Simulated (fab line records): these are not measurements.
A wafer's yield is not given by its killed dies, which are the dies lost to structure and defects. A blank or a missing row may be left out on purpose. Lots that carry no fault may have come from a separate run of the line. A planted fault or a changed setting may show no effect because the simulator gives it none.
fab line records + flow sky130
record:
- lots: 6
- wafers: 18
- last-day: 50
route steps=708 shown PWDE@50 NWELL@56 PAD_OPEN@708
lots that met no fault: taken from a fault-free run of the same line
start-h: hours from the record's opening day to when the first of the lot's shown wafers began + wait-h: hours since the lot's step before + " same as the row above + L1.1+2: a single row standing in for several wafers + - no value, or no start was given + * or withheld: withheld + < > ~ a bound
route shown NAME@n: NAME is a module with steps in the file, n the number in the route of the first one + usual: mean and standard deviation over wafers with no fault + same: alike in all rows + chamber/n: place in a boat + sites: readings site by site + _std_site: the values' standard deviation + _edge_site: outer sites' mean less inner sites' + radius-mm: for every site, how far away it sits from the centre of the wafer + mask NAME#n: copy n + behind: the tool/chamber that last shaped the wafer + hold: reason for holding the lot/hours on hold/outcome of the hold + device: which transistor (n, p or np) failed to switch + end of line: at the end of the route, the tests of the same wafers + where a step has no rows: the recipe by itself + killed: dies that structure and defects cost at the first sort, which is not the same as the wafer's yield + map: a wafer's dies, x killed, . not, _ none there
set.NAME: setting as actually run; set.NAME@STEP: the setting as run at that earlier step + model.NAME: the simulator's own value behind a step, which no gauge read
lots seen at some steps along the route; tables by step, rows by wafer
services: a tool's chamber out of use, with start hour (start-h, from the record's first day; less than 0 if before it), hours out, and reason
== steps ==
step: SKY_PWDE_PEB_05
recipe:
- temp-c: 115
- time-s: withheld
step: SKY_PWDE_DEVELOP_06
recipe:
- wall-angle-deg: 90
- developer: TMAH
- develop-time-s: 60
- dev-temp-c: 23
step: SKY_PWDE_OVL_MEAS_07
usual:
- PWDE_OVL: -0.5/1.4
| lot.wafer | tool       | chamber | start-h | wait-h | PWDE_OVL[nm] |
|-----------|------------|---------|---------|--------|--------------|
| L868.1    | overlay-01 | -       | 70.12   | -      | -0.7         |
| L868.2    | "          | -       | "       | "      | -2.4         |
| L868.4    | "          | -       | "       | "      | -0.2         |
| L877.1    | overlay-02 | -       | 125.64  | -      | -1.4         |
| L877.4    | "          | -       | "       | "      | -0.1         |
| L877.5    | "          | -       | "       | "      | -0.6         |
| L882.1    | overlay-02 | -       | 154.89  | -      | -1.8         |
| L882.2    | "          | -       | "       | "      | -2.6         |
| L882.3    | "          | -       | "       | "      | -2.5         |
| L886.1    | overlay-02 | -       | 176.90  | -      | -2.0         |
| L886.2    | "          | -       | "       | "      | -2.0         |
| L886.4    | "          | -       | "       | "      | -3.1         |
| L889.3    | overlay-02 | -       | 190.78  | -      | 0.9          |
| L889.5    | "          | -       | "       | "      | 0.6          |
| L889.6    | "          | -       | "       | "      | -1.2         |
| L890.1    | overlay-01 | -       | 200.25  | -      | 0.3          |
| L890.2    | "          | -       | "       | "      | 0.2          |
| L890.6    | "          | -       | "       | "      | -0.1         |
step: SKY_PWDE_IMPLANT_08
recipe:
- species: B
- energy-kev: 150
- dose-cm2: 3.6e+12
- tilt-deg: withheld
step: SKY_PWDE_STRIP_09
recipe:
- chemistry: O2/N2
- power-w: 1400
- pressure-mtorr: 1500
- platen-temp-c: withheld
- o2-flow-sccm: 3000
- n2-flow-sccm: 300
- overash-fraction: 0.5
usual:
- drypump-motor-current-A: 5.8/0.51
- oes-product-au: 0.723/0.005
- strip-time-to-endpoint-s: 36.86/0.11
| lot.wafer | tool            | chamber | start-h | wait-h | drypump-motor-current-A | oes-product-au | rf-hours-counter-h | strip-time-to-endpoint-s |
|-----------|-----------------|---------|---------|--------|-------------------------|----------------|--------------------|--------------------------|
| L868.1    | plasma-asher-03 | 0       | 70.31   | 0.1    | 4.9                     | 0.727          | 39                 | 36.73                    |
| L868.2    | "               | 1       | "       | "      | 6.0                     | 0.725          | 39                 | 36.71                    |
| L868.4    | "               | 1       | "       | "      | 5.9                     | 0.727          | -                  | 36.62                    |
| L877.1    | plasma-asher-01 | 1       | 125.83  | 0.1    | 6.5                     | 0.720          | 41                 | 36.81                    |
| L877.4    | "               | 0       | "       | "      | 5.6                     | 0.721          | -                  | 36.84                    |
| L877.5    | "               | 0       | "       | "      | 5.6                     | 0.718          | -                  | 36.78                    |
| L882.1    | plasma-asher-03 | 1       | 155.08  | 0.1    | 6.0                     | 0.723          | 4                  | 37.00                    |
| L882.2    | "               | 0       | "       | "      | 5.0                     | 0.720          | 4                  | 36.82                    |
| L882.3    | "               | 1       | "       | "      | 6.0                     | 0.729          | -                  | 36.73                    |
| L886.1    | plasma-asher-01 | 1       | 177.08  | 0.1    | 6.5                     | 0.721          | 46                 | 36.95                    |
| L886.2    | "               | 0       | "       | "      | 5.6                     | 0.720          | 46                 | 36.80                    |
| L886.4    | "               | 0       | "       | "      | 5.6                     | 0.717          | -                  | 36.89                    |
| L889.3    | plasma-asher-01 | 1       | 190.99  | 0.1    | 6.4                     | 0.723          | -                  | 36.75                    |
| L889.5    | "               | 1       | "       | "      | 6.4                     | 0.726          | -                  | 36.81                    |
| L889.6    | "               | 0       | "       | "      | 5.6                     | 0.722          | -                  | 36.83                    |
| L890.1    | plasma-asher-04 | 0       | 200.43  | 0.1    | 5.3                     | 0.720          | 53                 | 36.83                    |
| L890.2    | "               | 1       | "       | "      | 6.2                     | 0.727          | 53                 | 36.73                    |
| L890.6    | "               | 0       | "       | "      | 5.3                     | 0.719          | -                  | 36.85                    |
step: SKY_PWDE_TW_MEAS_10
usual:
- PWDE_TW: 371/4.7
| lot.wafer | tool          | chamber | start-h | wait-h | PWDE_TW |
|-----------|---------------|---------|---------|--------|---------|
| L868.1    | film-metro-01 | -       | 70.41   | 0.1    | 375     |
| L868.2    | "             | -       | "       | "      | 374     |
| L868.4    | "             | -       | "       | "      | 375     |
| L877.1    | film-metro-01 | -       | 125.93  | 0.1    | 373     |
| L877.4    | "             | -       | "       | "      | 375     |
| L877.5    | "             | -       | "       | "      | 376     |
| L882.1    | film-metro-02 | -       | 155.18  | 0.1    | 365     |
| L882.2    | "             | -       | "       | "      | 364     |
| L882.3    | "             | -       | "       | "      | 365     |
| L886.1    | film-metro-01 | -       | 177.18  | 0.1    | 375     |
| L886.2    | "             | -       | "       | "      | 372     |
| L886.4    | "             | -       | "       | "      | 373     |
| L889.3    | film-metro-02 | -       | 191.07  | 0.1    | 363     |
| L889.5    | "             | -       | "       | "      | 364     |
| L889.6    | "             | -       | "       | "      | 363     |
| L890.1    | film-metro-01 | -       | 200.53  | 0.1    | 373     |
| L890.2    | "             | -       | "       | "      | 377     |
| L890.6    | "             | -       | "       | "      | 376     |
step: SKY_NWELL_DEHYDRATE_03
recipe:
- temp-c: 200
- time-s: 60
step: SKY_NWELL_HMDS_04
recipe:
- prime-time-s: 60
- prime-temp-c: 120
step: SKY_NWELL_COAT_05
recipe:
- spin-rpm: 2000
- resist-thk-nm: 3000
step: SKY_NWELL_SOFTBAKE_06
recipe:
- temp-c: 110
- time-s: withheld
step: SKY_NWELL_EXPOSE_07
recipe:
- mask-id: NWM
- na: 0.6
- source-shape: conventional
- sigma-outer: 0.6
- polarization: unpolarized
- target-cd-nm: 840
- dose-mj: 255
step: SKY_NWELL_PEB_08
recipe:
- temp-c: 115
- time-s: withheld
step: SKY_NWELL_DEVELOP_09
recipe:
- wall-angle-deg: 90
- developer: TMAH
- develop-time-s: 60
- dev-temp-c: 23
usual:
- resist-line-temp-C: 23.02/0.095
| lot.wafer | tool           | chamber | start-h | wait-h | resist-line-temp-C |
|-----------|----------------|---------|---------|--------|--------------------|
| L868.1    | litho-track-01 | 0       | 85      | -      | 23.21              |
| L868.2    | "              | 0       | "       | "      | 22.95              |
| L868.4    | "              | 0       | "       | "      | 23.23              |
| L877.1    | litho-track-04 | 0       | 145     | -      | 22.81              |
| L877.4    | "              | 0       | "       | "      | 22.83              |
| L877.5    | "              | 0       | "       | "      | 22.92              |
| L882.1    | litho-track-01 | 0       | 175     | -      | 23.01              |
| L882.2    | "              | 0       | "       | "      | 23.02              |
| L882.3    | "              | 0       | "       | "      | 23.08              |
| L886.1    | litho-track-01 | 0       | 198     | -      | 23.09              |
| L886.2    | "              | 0       | "       | "      | 23.11              |
| L886.4    | "              | 0       | "       | "      | 23.08              |
| L889.3    | litho-track-02 | 0       | 212     | -      | 23.10              |
| L889.5    | "              | 0       | "       | "      | 22.87              |
| L889.6    | "              | 0       | "       | "      | 23.10              |
| L890.1    | litho-track-02 | 0       | 221     | -      | 22.95              |
| L890.2    | "              | 0       | "       | "      | 23.05              |
| L890.6    | "              | 0       | 222     | -      | 22.92              |
step: SKY_NWELL_OVL_MEAS_10
usual:
- NWELL_00_OVL: 0.1/1.5
| lot.wafer | tool       | chamber | start-h | wait-h | NWELL_00_OVL[nm] |
|-----------|------------|---------|---------|--------|------------------|
| L868.1    | overlay-02 | -       | 86.00   | -      | -1.6             |
| L868.2    | "          | -       | "       | "      | -1.5             |
| L868.4    | "          | -       | "       | "      | -0.5             |
| L877.1    | overlay-01 | -       | 145.85  | -      | 1.5              |
| L877.4    | "          | -       | "       | "      | 1.0              |
| L877.5    | "          | -       | "       | "      | 0.7              |
| L882.1    | overlay-02 | -       | 175.40  | -      | -                |
| L882.2    | "          | -       | "       | "      | -                |
| L882.3    | "          | -       | "       | "      | -                |
| L886.1    | overlay-01 | -       | 198.60  | -      | -                |
| L886.2    | "          | -       | "       | "      | -                |
| L886.4    | "          | -       | "       | "      | -                |
| L889.3    | overlay-02 | -       | 212.36  | -      | 0.6              |
| L889.5    | "          | -       | "       | "      | -0.8             |
| L889.6    | "          | -       | "       | "      | 0.6              |
| L890.1    | overlay-01 | -       | 222.09  | -      | 2.2              |
| L890.2    | "          | -       | "       | "      | 1.6              |
| L890.6    | "          | -       | "       | "      | 2.7              |
step: SKY_NWELL_IMPLANT_11
recipe:
- species: P
- energy-kev: 400
- dose-cm2: 1.9e+13
- tilt-deg: withheld
step: SKY_PAD_OPEN_PROBE_99
usual:
- killed_at_M0_to_M3: 43/6.8
- killed_at_M4_up: 2.9/1.7
- killed-at-contacts: 24/5.4
- killed-at-front-end: 15/4.8
- killed-at-other: 0.3/0.57
- killed-dies: 85/9.4
- killed-on-rim: 16/4
- killed-open: 47/7.5
- killed-short: 38/5.7
same:
- gross-dies: 492
- killed-at-back-side: 0
| lot.wafer | tool      | chamber | start-h | wait-h | killed_at_M0_to_M3 | killed_at_M4_up | killed-at-contacts | killed-at-front-end | killed-at-other | killed-dies | killed-on-rim | killed-open | killed-short |
|-----------|-----------|---------|---------|--------|--------------------|-----------------|--------------------|---------------------|-----------------|-------------|---------------|-------------|--------------|
| L877.1    | prober-01 | -       | 1129.12 | 0.1    | 36                 | 3               | 28                 | 9                   | 2               | 78          | 18            | 40          | 38           |
| L877.4    | prober-01 | -       | 1129.27 | 0.2    | 53                 | 5               | 27                 | 15                  | 0               | 100         | 15            | 58          | 42           |
| L877.5    | prober-01 | -       | 1129.32 | 0.2    | 42                 | 3               | 26                 | 21                  | 0               | 92          | 21            | 44          | 48           |
| L882.1    | prober-02 | -       | 1155.23 | 0.1    | 41                 | 3               | 23                 | 425                 | 0               | 492         | 96            | 48          | 36           |
| L882.2    | prober-02 | -       | 1155.28 | 0.1    | 37                 | 2               | 34                 | 418                 | 1               | 492         | 96            | 53          | 33           |
| L882.3    | prober-02 | -       | 1155.33 | 0.2    | 37                 | 4               | 19                 | 432                 | 0               | 492         | 96            | 44          | 27           |
| L886.1    | prober-02 | -       | 1173.22 | 0.1    | 47                 | 2               | 15                 | 428                 | 0               | 492         | 96            | 41          | 34           |
| L886.2    | prober-02 | -       | 1173.27 | 0.1    | 49                 | 6               | 29                 | 408                 | 0               | 492         | 96            | 53          | 43           |
| L886.4    | prober-02 | -       | 1173.37 | 0.2    | 44                 | 1               | 21                 | 426                 | 0               | 492         | 96            | 37          | 37           |
| L889.3    | prober-01 | -       | 1184.68 | 0.2    | 41                 | 4               | 21                 | 18                  | 0               | 84          | 20            | 47          | 37           |
| L889.5    | prober-01 | -       | 1184.78 | 0.2    | 46                 | 5               | 22                 | 24                  | 2               | 99          | 20            | 56          | 43           |
| L889.6    | prober-01 | -       | 1184.83 | 0.2    | 43                 | 3               | 24                 | 20                  | 0               | 90          | 17            | 56          | 34           |
| L890.1    | prober-02 | -       | 1188.28 | 0.1    | 41                 | 3               | 30                 | 6                   | 0               | 80          | 20            | 47          | 33           |
| L890.2    | prober-02 | -       | 1188.33 | 0.1    | 44                 | 0               | 19                 | 13                  | 1               | 77          | 19            | 42          | 35           |
| L890.6    | prober-02 | -       | 1188.53 | 0.2    | 38                 | 7               | 21                 | 13                  | 0               | 79          | 14            | 47          | 32           |
killed by level:class
L877.1 CONTACT:geometric-particle:open=12 METAL2:geometric-particle:short=9 VIA1:geometric-particle:open=7 LI_CONTACT:geometric-particle:open=6 CONTACT:geometric-particle:short=5 FIELD_ISO:geometric-particle:open=4 VIA2:geometric-particle:open=4 VIA3:geometric-particle:short=4
L877.4 VIA1:geometric-particle:open=10 LI_CONTACT:geometric-particle:open=9 VIA3:geometric-particle:open=7 CONTACT:geometric-particle:short=7 METAL2:geometric-particle:short=6 VIA2:geometric-particle:open=6 CONTACT:geometric-particle:open=5 POLY_GATE:geometric-particle:open=4
L877.5 CONTACT:geometric-particle:open=8 CONTACT:geometric-particle:short=8 VIA1:geometric-particle:open=7 METAL2:geometric-particle:short=6 VIA3:geometric-particle:open=6 FIELD_ISO:geometric-particle:short=5 POLY_GATE:geometric-particle:open=5 METAL1:geometric-particle:short=5
L882.1 NWELL:area-develop=408 LI_CONTACT:geometric-particle:open=8 VIA2:geometric-particle:open=8 CONTACT:geometric-particle:open=7 VIA3:geometric-particle:open=7 VIA1:geometric-particle:open=6 FIELD_ISO:geometric-particle:open=5 FIELD_ISO:geometric-particle:short=5
L882.2 NWELL:area-develop=406 LI_CONTACT:geometric-particle:open=12 VIA1:geometric-particle:open=11 CONTACT:geometric-particle:open=8 CONTACT:geometric-particle:short=8 VIA2:geometric-particle:open=8 VIA3:geometric-particle:open=6 POLY_GATE:geometric-particle:short=3
L882.3 NWELL:area-develop=421 VIA3:geometric-particle:open=8 VIA2:geometric-particle:open=8 CONTACT:geometric-particle:open=7 VIA1:geometric-particle:open=7 POLY_GATE:geometric-particle:open=4 LI_CONTACT:geometric-particle:open=4 LOCAL_INTERCONNECT:geometric-particle:short=4
L886.1 NWELL:area-develop=417 VIA1:geometric-particle:open=17 METAL1:geometric-particle:short=7 LI_CONTACT:geometric-particle:open=6 METAL2:geometric-particle:short=6 VIA2:geometric-particle:open=6 POLY_GATE:geometric-particle:short=5 VIA1:geometric-particle:short=5
L886.2 NWELL:area-develop=396 VIA1:geometric-particle:open=13 CONTACT:geometric-particle:open=10 METAL1:geometric-particle:short=10 VIA3:geometric-particle:open=8 VIA2:geometric-particle:open=7 CONTACT:geometric-particle:short=6 LI_CONTACT:geometric-particle:open=5
L886.4 NWELL:area-develop=418 VIA1:geometric-particle:open=11 CONTACT:geometric-particle:open=7 LI_CONTACT:geometric-particle:open=6 METAL2:geometric-particle:short=6 VIA2:geometric-particle:open=6 VIA2:geometric-particle:short=5 POLY_GATE:geometric-particle:short=4
L889.3 VIA1:geometric-particle:open=11 FIELD_ISO:geometric-particle:open=8 CONTACT:geometric-particle:open=8 VIA2:geometric-particle:open=7 FIELD_ISO:geometric-particle:short=6 METAL2:geometric-particle:short=6 LI_CONTACT:geometric-particle:open=5 METAL1:geometric-particle:short=5
L889.5 VIA3:geometric-particle:open=9 VIA1:geometric-particle:open=9 METAL2:geometric-particle:short=7 CONTACT:geometric-particle:open=7 LI_CONTACT:geometric-particle:open=6 FIELD_ISO:geometric-particle:short=5 CONTACT:geometric-particle:short=5 METAL1:geometric-particle:short=5
L889.6 VIA1:geometric-particle:open=10 LI_CONTACT:geometric-particle:open=9 FIELD_ISO:geometric-particle:open=8 CONTACT:geometric-particle:open=7 VIA3:geometric-particle:open=7 METAL2:geometric-particle:short=6 FIELD_ISO:geometric-particle:short=5 VIA1:geometric-particle:short=5
L890.1 CONTACT:geometric-particle:open=11 LI_CONTACT:geometric-particle:open=10 VIA1:geometric-particle:open=9 VIA3:geometric-particle:short=6 VIA2:geometric-particle:open=6 LOCAL_INTERCONNECT:geometric-particle:short=4 METAL2:geometric-particle:short=4 VIA3:geometric-particle:open=4
L890.2 VIA1:geometric-particle:open=9 LI_CONTACT:geometric-particle:open=7 CONTACT:geometric-particle:open=6 METAL1:geometric-particle:short=6 VIA3:geometric-particle:open=6 METAL2:geometric-particle:short=6 FIELD_ISO:geometric-particle:open=5 VIA2:geometric-particle:short=5
L890.6 CONTACT:geometric-particle:open=10 VIA1:geometric-particle:open=8 VIA2:geometric-particle:open=7 VIA3:geometric-particle:open=6 METAL4:geometric-particle:short=6 LI_CONTACT:geometric-particle:open=5 METAL1:geometric-particle:short=4 VIA1:geometric-particle:short=4
map L882.1 (x killed, . not)
__________xxxxxxxxxx_________
________xxxxxxxxxxxxxx_______
______xxxxxxxxxxxxxxxxxx_____
_____xxxxxxxxxxxxxxxxxxxx____
____xxxxxxxxxxxxxxxxxxxxxx___
___xxxxxxxxxxxxxxxxxxxxxxxx__
__xxxxxxxxxxxxxxxxxxxxxxxxxx_
_xxxxxxxxxxxxxxxxxxxxxxxxxxxx
_xxxxxxxxxxxxxxxxxxxxxxxxxxxx
_xxxxxxxxxxxxxxxxxxxxxxxxxxxx
_xxxxxxxxxxxxxxxxxxxxxxxxxxxx
_xxxxxxxxxxxxxxxxxxxxxxxxxxxx
_xxxxxxxxxxxxxxxxxxxxxxxxxxxx
_xxxxxxxxxxxxxxxxxxxxxxxxxxxx
_xxxxxxxxxxxxxxxxxxxxxxxxxxxx
__xxxxxxxxxxxxxxxxxxxxxxxxxx_
___xxxxxxxxxxxxxxxxxxxxxxxx__
____xxxxxxxxxxxxxxxxxxxxxx___
_____xxxxxxxxxxxxxxxxxxxx____
______xxxxxxxxxxxxxxxxxx_____
________xxxxxxxxxxxxxx_______
__________xxxxxxxxxx_________
map L886.1 (x killed, . not)
__________xxxxxxxxxx_________
________xxxxxxxxxxxxxx_______
______xxxxxxxxxxxxxxxxxx_____
_____xxxxxxxxxxxxxxxxxxxx____
____xxxxxxxxxxxxxxxxxxxxxx___
___xxxxxxxxxxxxxxxxxxxxxxxx__
__xxxxxxxxxxxxxxxxxxxxxxxxxx_
_xxxxxxxxxxxxxxxxxxxxxxxxxxxx
_xxxxxxxxxxxxxxxxxxxxxxxxxxxx
_xxxxxxxxxxxxxxxxxxxxxxxxxxxx
_xxxxxxxxxxxxxxxxxxxxxxxxxxxx
_xxxxxxxxxxxxxxxxxxxxxxxxxxxx
_xxxxxxxxxxxxxxxxxxxxxxxxxxxx
_xxxxxxxxxxxxxxxxxxxxxxxxxxxx
_xxxxxxxxxxxxxxxxxxxxxxxxxxxx
__xxxxxxxxxxxxxxxxxxxxxxxxxx_
___xxxxxxxxxxxxxxxxxxxxxxxx__
____xxxxxxxxxxxxxxxxxxxxxx___
_____xxxxxxxxxxxxxxxxxxxx____
______xxxxxxxxxxxxxxxxxx_____
________xxxxxxxxxxxxxx_______
__________xxxxxxxxxx_________
== services ==
| tool            | chamber | start-h | hours | kind       |
|-----------------|---------|---------|-------|------------|
| plasma-asher-03 | -       | 62.59   | 4.4   | repair     |
| plasma-asher-01 | -       | 68.80   | 0.6   | repair     |
| plasma-asher-03 | -       | 108.78  | 9.0   | pm         |
| plasma-asher-03 | 0       | 108.78  | 9.0   | vent-cycle |
| plasma-asher-03 | 1       | 108.78  | 9.0   | vent-cycle |
| plasma-asher-03 | 0       | 117.78  | -     | clean      |
| plasma-asher-03 | 1       | 117.78  | -     | clean      |
| plasma-asher-01 | -       | 171.03  | 2.8   | pm         |
| plasma-asher-04 | -       | 182.90  | 10.3  | pm         |
| plasma-asher-03 | -       | 192.72  | 4.5   | repair     |
| plasma-asher-01 | -       | 212.75  | 12.0  | repair     |
== key ==
first-sign:
- step: SKY_NWELL_OVL_MEAS_10
- reading: NWELL_00_OVL
- direction: missing
effect:
- step: SKY_PAD_OPEN_PROBE_99
- reading: killed-at-front-end
- direction: up
- sigmas: 85
- usual: 15
- struck: 423
more-kills-born-at:
- SKY_NWELL_DEVELOP_09@litho-track-01: 2466
met-at SKY_NWELL_DEVELOP_09
struck-wafers L882.1,L882.2,L882.3,L886.1,L886.2,L886.4
tester-left-out L882,L886
onset-between 85 175
fault:
- kind: process-parameter-drift
- tool: litho-track-01
- chamber: -
- onset-h: 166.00
- steps: SKY_NWELL_DEVELOP_09
- channel: develop-time-s
- offset: *
- shape: step
- end-h: 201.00
- acts-in: *
- stated: *
tester-left-out: of these lots the tester's yield and bins aren't shown, on N5 and GAA mostly nor the transistor test; their killed dies are dies lost to structure and defects alone, not to doping, threshold or leakage, so they don't give the yield
